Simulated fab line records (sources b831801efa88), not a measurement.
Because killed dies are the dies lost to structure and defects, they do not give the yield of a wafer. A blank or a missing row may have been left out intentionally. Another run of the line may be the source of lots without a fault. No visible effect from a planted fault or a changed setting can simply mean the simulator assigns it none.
A lot that was struck, set against a sound lot :: flow sky130 :: 16 out of 708 route steps
Sound: these wafers, L998.2, L998.4, L998.5. Struck: wafer L986.3; the same lot's L986.2 was not struck, so it is left out; see the end for the cause.
At each step with rows: each side's tool, then ch and its chambers, then its first start. Under that, the readings that differ: sound wafers :: struck wafers :: difference of the means :: sigmas: that difference in standard deviations of wafers without a fault.
alike: same words and numbers on both sides, and readings whose means sit less than 2 such deviations apart. not compared: any withheld reading, any reading some wafer has no value for, any bound like >300 that may hide the same value, and any number with overlapping values for which the record gives no deviation.
A row with sigmas, a row that says differs or no value, or rows on one side alone: a step with any of these is where the two part. When numbers do not overlap yet have no deviation, they are printed without sigmas and do not part them. A reading that every wafer of one side lacks parts them only if that side has two wafers or more.

first, 3 steps without rows for these wafers: SKY_METAL1_EXPOSE_12 (exposes mask MM1, target cd 140 nm); SKY_METAL1_PEB_13; SKY_METAL1_DEVELOP_14 (develop time 60 s).
SKY_METAL1_CD_MEAS_15: target cd 140 nm.
  sound on cd-sem-02, day 39 00:14; struck on cd-sem-02, day 35 12:11
  alike: cd-nm
SKY_METAL1_OVL_MEAS_16:
  sound on overlay-01, day 39 00:20; struck on overlay-01, day 35 12:17
  alike: METAL1_OVL
SKY_METAL1_DESCUM_17: chemistry O2, time 8 s.
  sound on rie-metal-02 ch 0,1, day 39 00:22; struck on rie-metal-04 ch 1, day 35 12:19
  alike: drypump-motor-current-A, oes-product-au
  not compared: rf-hours-counter-h
SKY_METAL1_ETCH_18: etches BARC in N2/H2, stops on SiO2, time 45.9 s, target depth 60 nm.
  sound on rie-metal-02 ch 0,1, day 39 00:23; struck on rie-metal-04 ch 1, day 35 12:22
reading: oes-product-au (a.u.)
sound: 0.852 0.844 0.849
struck: 0.859
difference: +0.011
sigmas: +2

reading: throttle-valve-pct (%)
sound: 13.210 13.227 13.231
struck: 13.194
difference: -0.029
sigmas: -3
  alike: drypump-motor-current-A
  not compared: rf-hours-counter-h
SKY_METAL1_METAL_ETCH_19: etches the open film in Cl2/BCl3, stops on SiO2, target depth 360 nm, time 78 s.
  sound on rie-metal-02 ch 0,1, day 39 00:28; struck on rie-metal-04 ch 1, day 35 12:27
  alike: drypump-motor-current-A, oes-product-au, throttle-valve-pct
  not compared: rf-hours-counter-h
SKY_METAL1_STRIP_20: strips in O2/N2.
  sound on plasma-asher-02 ch 0, day 39 00:33; struck on plasma-asher-03 ch 1, day 35 12:34
  alike: drypump-motor-current-A, oes-product-au, strip-time-to-endpoint-s
  not compared: rf-hours-counter-h
then, 3 steps without rows for these wafers: SKY_METAL1_STRIP_21 (strips in post etch residue remover, time 1200 s); SKY_METAL1_CLEAN_22 (cleans in IPA, time 180 s); SKY_METAL1_CLEAN_23 (cleans in O3/DIW).
SKY_VIA1_HDPCVD_00: deposits SiO2, target thk 1030 nm, time 171.7 s.
  sound on hdpcvd-02 ch 0,2, day 39 01:10; struck on hdpcvd-02 ch 0, day 35 13:12
reading: model.SiO2_of_VIA1_HDPCVD_00.thk-nm (nm)
sound: 1038 1039 1028
struck: 659
difference: -376
sigmas: 
  alike: pressure-mtorr
SKY_VIA1_THK_MEAS_01:
  sound on film-metro-03, day 39 01:17; struck on film-metro-03, day 35 13:19
reading: VIA1_HDPCVD_THK (nm)
sound: 1039 1038 1028
struck: 659
difference: -376
sigmas: -34
SKY_VIA1_CMP_02: polishes SiO2.
  sound on cmp-01 ch 0,3, day 39 01:20; struck on cmp-01 ch 1, day 35 13:25
  alike: motor-current-A
-- the record jumps here: 12 days lie between the struck wafers' starts before and after (it left off in module VIA1 and takes up again in module PAD_OPEN, whose first step shown is number 708 of the route) --
SKY_PAD_OPEN_PROBE_99:
  sound on prober-01, day 50 08:01; struck on prober-01, day 47 21:44
reading: model.etest.met2-comb.leak-log10-a-um
sound: -11.85 -11.92 -11.93
struck: -11.74
difference: +0.16
sigmas: 

== WHERE THEY PART ==
Earliest at SKY_METAL1_ETCH_18; latest, in this record, at SKY_VIA1_THK_MEAS_01. Later steps at which nothing parts them and some readings are alike: SKY_VIA1_CMP_02.

WHY: whatever the simulator had introduced
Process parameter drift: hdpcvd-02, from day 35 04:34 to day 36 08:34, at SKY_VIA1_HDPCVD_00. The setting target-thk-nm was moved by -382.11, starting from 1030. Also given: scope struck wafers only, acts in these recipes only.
